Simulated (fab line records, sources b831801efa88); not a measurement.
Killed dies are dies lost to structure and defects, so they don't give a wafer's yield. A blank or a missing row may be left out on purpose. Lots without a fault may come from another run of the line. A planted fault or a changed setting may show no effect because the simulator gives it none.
Which tool did it? | flow sky130 | 13 lots, 39 wafers sampled, at 3 steps of a route of 708

WHAT THE GAUGES READ, wafer by wafer
SKY_VIA3_CD_MEAS_12: target cd 200 nm. Usual: cd_nm 199.8 nm, standard deviation 1.3.
lot  | measured     | on        | cd_nm (nm)        | flag
L741 | day 39 22:59 | cd_sem-02 | 199.8 200.0 198.7 |
L742 | day 40 06:46 | cd_sem-01 | 199.3 199.5 200.1 |
L743 | day 40 22:22 | cd_sem-02 | 199.7 199.6 199.6 |
L745 | day 41 05:08 | cd_sem-02 | 198.9 198.9 199.4 |
L746 | day 41 11:19 | cd_sem-01 | 198.7 199.9 199.4 |
L748 | day 41 23:22 | cd_sem-01 | 201.7 201.2 200.5 |
L750 | day 42 17:58 | cd_sem-02 | 198.1 197.8 200.5 |
L749 | day 42 21:32 | cd_sem-02 | 200.4 200.3 200.0 |
L751 | day 43 04:53 | cd_sem-02 | 198.2 200.9 199.5 |
L754 | day 44 02:46 | cd_sem-01 | 197.0 197.5 197.4 |
L760 | day 45 08:34 | cd_sem-01 | 199.1 198.8 197.9 |
L763 | day 46 07:32 | cd_sem-02 | 201.0 201.3 200.6 |
L764 | day 46 07:46 | cd_sem-02 | 198.8 199.9 198.3 |

SKY_METAL4_CD_MEAS_13: target cd 300 nm. Usual: cd_nm 300.2 nm, standard deviation 1.5.
lot  | measured     | on        | cd_nm (nm)        | flag
L741 | day 42 01:24 | cd_sem-02 | 299.6 301.1 299.3 |
L742 | day 42 08:38 | cd_sem-01 | 299.7 301.0 300.9 |
L743 | day 43 00:05 | cd_sem-02 | 298.5 300.1 298.3 |
L745 | day 43 06:45 | cd_sem-01 | 301.9 301.9 302.1 |
L746 | day 43 12:46 | cd_sem-02 | 298.1 297.9 297.4 |
L748 | day 44 00:29 | cd_sem-01 | 301.7 299.5 300.7 |
L750 | day 44 16:22 | cd_sem-02 | 299.7 299.4 299.6 |
L749 | day 44 21:24 | cd_sem-02 | 301.9 300.9 300.2 |
L751 | day 45 03:19 | cd_sem-01 | 298.2 300.8 299.5 |
L754 | day 46 00:38 | cd_sem-02 | 298.7 299.4 298.6 |
L760 | day 47 05:53 | cd_sem-02 | 301.8 300.5 301.7 |
L763 | day 48 01:58 | cd_sem-02 | 301.3 301.2 300.3 |
L764 | day 48 03:25 | cd_sem-02 | 299.8 298.9 299.6 |

WHICH TOOL RAN EACH LOT (tool, then ch and the chambers of the sampled wafers, then the start)
lot  | SKY_LDD_P_STRIP_10
L741 | plasma_asher-04 ch 1, day 19 07:03
L742 | plasma_asher-03 ch 0,1, day 19 17:11
L743 | plasma_asher-02 ch 0,1, day 20 15:55
L745 | plasma_asher-03 ch 0,1, day 20 22:02
L746 | plasma_asher-04 ch 0,1, day 21 06:54
L748 | plasma_asher-02 ch 0,1, day 21 22:58
L750 | plasma_asher-02 ch 0,1, day 22 19:13
L749 | plasma_asher-02 ch 0,1, day 22 21:22
L751 | plasma_asher-04 ch 0,1, day 23 07:26
L754 | plasma_asher-02 ch 1, day 24 13:54
L760 | plasma_asher-03 ch 0,1, day 26 06:25
L763 | plasma_asher-04 ch 0,1, day 27 08:42
L764 | plasma_asher-04 ch 0,1, day 27 11:35
- SKY_LDD_P_STRIP_10: strips in O2/N2.

WHAT THE TOOLS THEMSELVES READ (means of the sampled wafers that have a number; where no wafer has one, the mark that the record gives instead)
SKY_LDD_P_STRIP_10. Usual: chamber_pressure_mTorr 1500.3 mTorr, standard deviation 1.2; drypump_motor_current_A 5.8 A, standard deviation 0.47; n2_flow_sccm 300.1 sccm, standard deviation 0.89; oes_product_au 0.715 a.u., standard deviation 0.0045; strip_time_to_endpoint_s 14.19 s, standard deviation 0.046.
lot  | tool            | chamber_pressure_mTorr (mTorr) | drypump_motor_current_A (A) | n2_flow_sccm (sccm) | oes_product_au (a.u.) | strip_time_to_endpoint_s (s) | flag
L741 | plasma_asher-04 | 1499.9                         | 5.9                         | 300.0               | 0.715                 | 14.18                        |
L742 | plasma_asher-03 | 1500.5                         | 6.1                         | 300.0               | 0.717                 | 14.21                        |
L743 | plasma_asher-02 | 1500.4                         | 5.4                         | 299.2               | 0.715                 | 14.16                        |
L745 | plasma_asher-03 | 1499.0                         | 6.1                         | 300.6               | 0.712                 | 14.15                        |
L746 | plasma_asher-04 | 1500.4                         | 5.7                         | 298.7               | 0.714                 | 14.20                        |
L748 | plasma_asher-02 | 1500.2                         | 5.4                         | 300.2               | 0.716                 | 14.16                        |
L750 | plasma_asher-02 | 1499.7                         | 5.4                         | 300.0               | 0.718                 | 14.22                        |
L749 | plasma_asher-02 | 1500.2                         | 5.7                         | 300.7               | 0.715                 | 14.28                        |
L751 | plasma_asher-04 | 1500.2                         | 5.5                         | 300.0               | 0.716                 | 14.16                        |
L754 | plasma_asher-02 | 1500.4                         | 5.9                         | 301.1               | 0.714                 | 14.15                        |
L760 | plasma_asher-03 | 1500.8                         | 6.4                         | 300.8               | 0.716                 | 14.21                        |
L763 | plasma_asher-04 | 1499.9                         | 5.5                         | 300.0               | 0.719                 | 14.16                        |
L764 | plasma_asher-04 | 1501.8                         | 5.5                         | 299.8               | 0.715                 | 14.16                        |

THE ANSWER, worked out from the rows above alone
Rule: a lot is off if the mean of its wafers that have a number lies more than 3 standard deviations from the usual mean. A lot without any number at a reading at which 4 lots or more have one is off too. The other lots that the step has rows for count as sound. The gauges are gone through in route order, then the tools' own readings, and for those a lot's mean is taken as printed above. The first step at which some lot is off is used, and at that step the reading that is off furthest; a lot without a number counts as furthest.
No lot is off at any reading shown: from this, nothing can be told.

WHAT THE SIMULATOR HAD PUT IN
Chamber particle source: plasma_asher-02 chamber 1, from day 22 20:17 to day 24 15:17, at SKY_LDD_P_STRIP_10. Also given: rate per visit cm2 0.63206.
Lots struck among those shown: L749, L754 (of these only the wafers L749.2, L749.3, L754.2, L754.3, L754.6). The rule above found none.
